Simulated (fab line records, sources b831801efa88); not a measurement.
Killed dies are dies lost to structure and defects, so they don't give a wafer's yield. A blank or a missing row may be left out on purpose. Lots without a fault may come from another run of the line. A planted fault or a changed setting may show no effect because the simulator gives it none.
Which tool did it? | flow gf180mcu | 12 lots, 32 wafers sampled, at 3 steps of a route of 602

WHAT THE GAUGES READ, wafer by wafer
GF_M2_OVL_MEAS_15.
lot  | measured     | on         | M2_OVL (nm)
L655 | day 19 05:04 | overlay-01 | -2 -7 7
L656 | day 19 10:29 | overlay-01 | 6 -3 -7
L657 | day 19 17:56 | overlay-01 | 2 0 6
L662 | day 21 15:07 | overlay-01 | 2 1 1
L663 | day 22 05:19 | overlay-02 | 3 10 5
L667 | day 24 03:01 | overlay-02 | -6 -4 -6
L668 | day 24 07:19 | overlay-01 | 2 -6 -6
L669 | day 24 08:52 | overlay-01 | 1 -2 4
L670 | day 24 12:53 | overlay-01 | -1
L673 | day 25 15:19 | overlay-01 | 1 4
L676 | day 26 08:31 | overlay-01 | -5 -5
L677 | day 26 15:19 | overlay-01 | -5 -5 -12

GF_V2_CD_MEAS_14: target cd 260 nm.
lot  | measured     | on        | cd_nm (nm)
L655 | day 20 05:53 | cd_sem-02 | 260.4 259.7 261.1
L656 | day 20 11:19 | cd_sem-02 | 260.4 260.4 261.4
L657 | day 20 18:25 | cd_sem-01 | 260.2 259.3 260.7
L662 | day 22 15:19 | cd_sem-01 | 261.1 261.6 260.5
L663 | day 23 06:04 | cd_sem-01 | 260.4 261.2 262.0
L667 | day 25 02:58 | cd_sem-01 | 261.3 261.1 260.2
L668 | day 25 07:22 | cd_sem-02 | 260.4 261.7 260.2
L669 | day 25 08:23 | cd_sem-02 | 261.5 261.2 260.9
L670 | day 25 12:22 | cd_sem-01 | 267.7 267.5
L673 | day 26 13:55 | cd_sem-01 | 267.0 267.6 267.0 267.9
L676 | day 27 06:28 | cd_sem-02 | 268.8 261.7 268.7 261.5
L677 | day 27 14:05 | cd_sem-02 | 261.9 261.0 260.3

WHICH TOOL RAN EACH LOT (tool, then ch and the chambers of the sampled wafers, then the start)
lot  | GF_V2_COAT_09
L655 | litho_track-02 ch 0, day 19 18:00
L656 | litho_track-04 ch 0, day 19 23:00
L657 | litho_track-02 ch 0, day 20 06:00
L662 | litho_track-01 ch 0, day 22 03:00
L663 | litho_track-01 ch 0, day 22 17:00
L667 | litho_track-01 ch 0, day 24 15:00
L668 | litho_track-01 ch 0, day 24 19:00
L669 | litho_track-04 ch 0, day 24 21:00
L670 | litho_track-01 ch 0, day 25 00:00
L673 | litho_track-01 ch 0, day 26 03:00
L676 | litho_track-01 ch 0, day 26 19:00
L677 | litho_track-02 ch 0, day 27 03:00
- GF_V2_COAT_09: resist thk 1000 nm.

WHAT THE TOOLS THEMSELVES READ (means of the sampled wafers that have a number; where no wafer has one, the mark that the record gives instead)
GF_V2_COAT_09.
lot  | tool           | dispense_pressure_kPa (kPa)
L655 | litho_track-02 | 51.2
L656 | litho_track-04 | 48.0
L657 | litho_track-02 | 51.2
L662 | litho_track-01 | 47.4
L663 | litho_track-01 | 47.3
L667 | litho_track-01 | 47.3
L668 | litho_track-01 | 47.4
L669 | litho_track-04 | 47.9
L670 | litho_track-01 | 47.3
L673 | litho_track-01 | 47.4
L676 | litho_track-01 | 47.3
L677 | litho_track-02 | 51.2

THE ANSWER, worked out from the rows above alone
Rule: what is usual is taken from the lots themselves. Put in order of their means at a reading, lots are off if they are a third of the lots or fewer, leave a main group of 4 or more, and stand apart from it by a gap of 3 or more times the standard deviation of the main group's means; of several such gaps the widest counts. A main group whose means are all the same, to the digits that the tables above print for the reading, isn't used. A lot without any number at a reading at which 4 lots or more have one is off too. The other lots that the step has rows for count as sound. The gauges are gone through in route order, then the tools' own readings, and for those a lot's mean is taken as printed above. The first step at which some lot is off is used, and at that step the reading that is off furthest; a lot without a number counts as furthest.
Off: L670, L673, L676, at GF_V2_CD_MEAS_14 (cd_nm). The main group: mean 260.8 nm, standard deviation 0.36.
A tool fits if, at a process step before that reading, it ran every lot that is off, and no sound lot after the first of them. The gauges at GF_V2_CD_MEAS_14 are tried like those tools. One fits: litho_track-01 at GF_V2_COAT_09. Its last sound lot is L668 (day 24 19:00), its first lot that is off L670 (day 25 00:00): a fault that began between those two fits.

WHAT THE SIMULATOR HAD PUT IN
Process parameter drift: litho_track-01, from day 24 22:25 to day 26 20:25, at GF_V2_COAT_09. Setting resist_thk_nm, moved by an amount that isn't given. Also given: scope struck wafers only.
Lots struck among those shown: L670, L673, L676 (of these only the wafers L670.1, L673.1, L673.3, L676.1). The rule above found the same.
